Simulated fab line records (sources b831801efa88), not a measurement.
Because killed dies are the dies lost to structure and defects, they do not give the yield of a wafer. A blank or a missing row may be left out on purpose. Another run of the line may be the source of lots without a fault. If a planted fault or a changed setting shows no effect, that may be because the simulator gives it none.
Check of tool commonality | flow gf180mcu | 12 lots, 36 wafers sampled

== THE REASON FOR OPENING IT ==
2 of 12 lots carry a flag on the reading PSD_RS at GF_PSD_RS_MEAS_15. Fault-free wafers read 108.56 ohm/sq, with a standard deviation of 0.26.
Rule: a lot is flagged when every wafer of it that has a number lies more than 4 standard deviations from that mean, or none has a number. All remaining lots are regarded as sound.

lot  | measured     | on            | PSD_RS (ohm/sq), wafer by wafer | flag
L271 | day 14 07:05 | film metro-02 | 108.80 108.73 108.73            |
L273 | day 14 21:24 | film metro-03 | 108.12 108.42 108.36            |
L274 | day 15 00:22 | film metro-03 | 109.01 108.58 108.72            |
L277 | day 16 02:49 | film metro-01 | 108.73 108.63 108.72            |
L278 | day 16 20:32 | film metro-03 | 108.24 108.34 108.33            |
L279 | day 17 01:36 | film metro-01 | 108.36 108.71 108.72            |
L280 | day 17 04:30 | film metro-03 | 108.61 108.27 108.53            |
L281 | day 17 21:56 | film metro-03 | 108.56 108.30 108.16            |
L283 | day 18 21:29 | film metro-01 | 109.30 108.96 108.96            |
L289 | day 20 12:01 | film metro-01 | 107.02 107.13 106.71            | FLAGGED
L290 | day 21 00:20 | film metro-03 | 107.13 107.47 107.45            | FLAGGED
L294 | day 22 07:26 | film metro-01 | 108.25 108.39 108.07            |
On average the flagged lots' numbers are 107.15 ohm/sq, which is -1.41 ohm/sq against the usual, or -5 standard deviations.

== TOOL THAT RAN EACH LOT ==
2 process steps preceding the reading are held in the record, out of 602 steps in the route. In each cell: the tool, then ch and the chambers that the sampled wafers went through, then the start.
lot  | flag    | GF_PSD_IMPLANT_09               | GF_PSD_STRIP_10
L271 |         | implanter-01 ch 0, day 14 06:32 | plasma asher-04 ch 0,1, day 14 06:41
L273 |         | implanter-02 ch 0, day 14 20:50 | plasma asher-02 ch 0,1, day 14 20:58
L274 |         | implanter-01 ch 0, day 14 23:47 | plasma asher-04 ch 0,1, day 14 23:54
L277 |         | implanter-02 ch 0, day 16 02:16 | plasma asher-03 ch 0,1, day 16 02:23
L278 |         | implanter-02 ch 0, day 16 19:59 | plasma asher-04 ch 0,1, day 16 20:08
L279 |         | implanter-03 ch 0, day 17 01:02 | plasma asher-02 ch 0,1, day 17 01:11
L280 |         | implanter-03 ch 0, day 17 03:56 | plasma asher-02 ch 0,1, day 17 04:05
L281 |         | implanter-01 ch 0, day 17 21:23 | plasma asher-02 ch 0,1, day 17 21:31
L283 |         | implanter-01 ch 0, day 18 20:56 | plasma asher-03 ch 0,1, day 18 21:02
L289 | FLAGGED | implanter-01 ch 0, day 20 11:29 | plasma asher-03 ch 0,1, day 20 11:35
L290 | FLAGGED | implanter-01 ch 0, day 20 23:47 | plasma asher-04 ch 0,1, day 20 23:56
L294 |         | implanter-02 ch 0, day 22 06:50 | plasma asher-02 ch 0,1, day 22 06:59
What the steps here do:
- GF_PSD_IMPLANT_09
- GF_PSD_STRIP_10: strips in O2/N2.
- GF_PSD_RS_MEAS_15: measures by four-point-probe.

== FLAGGED OVER TOTAL, TOOL BY TOOL (the gauges that took the reading come last) ==
step              | tool            | lots run | flagged | share of the flagged lots | sound lots run after its first flagged lot
GF_PSD_IMPLANT_09 | implanter-01    | 6        | 2       | all                       | 0
GF_PSD_IMPLANT_09 | implanter-02    | 4        | 0       | none                      | -
GF_PSD_IMPLANT_09 | implanter-03    | 2        | 0       | none                      | -
GF_PSD_STRIP_10   | plasma asher-02 | 5        | 0       | none                      | -
GF_PSD_STRIP_10   | plasma asher-03 | 3        | 1       | some                      | 0
GF_PSD_STRIP_10   | plasma asher-04 | 4        | 1       | some                      | 0
GF_PSD_RS_MEAS_15 | film metro-01   | 5        | 1       | some                      | 1 (L294)
GF_PSD_RS_MEAS_15 | film metro-02   | 1        | 0       | none                      | -
GF_PSD_RS_MEAS_15 | film metro-03   | 6        | 1       | some                      | 0

== WHAT THE TABLE PERMITS ==
1 row of the table ran every flagged lot: implanter-01 at GF_PSD_IMPLANT_09.
- implanter-01 at GF_PSD_IMPLANT_09: 2 of its 6 lots flagged. It ran its last sound lot, L283, at day 18 20:56 and its first flagged lot, L289, at day 20 11:29: a fault with its onset between the two fits. Its own readings lie more than 4 standard deviations out on every wafer of the flagged lots: beam energy keV.
Just one tool remains: implanter-01 at GF_PSD_IMPLANT_09.

== WHAT THE SIMULATOR PUT IN ==
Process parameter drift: implanter-01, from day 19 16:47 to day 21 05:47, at GF_PSD_IMPLANT_09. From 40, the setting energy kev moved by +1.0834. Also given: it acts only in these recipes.
Struck lots among those shown: L289, L290. Same finding as the rule above.
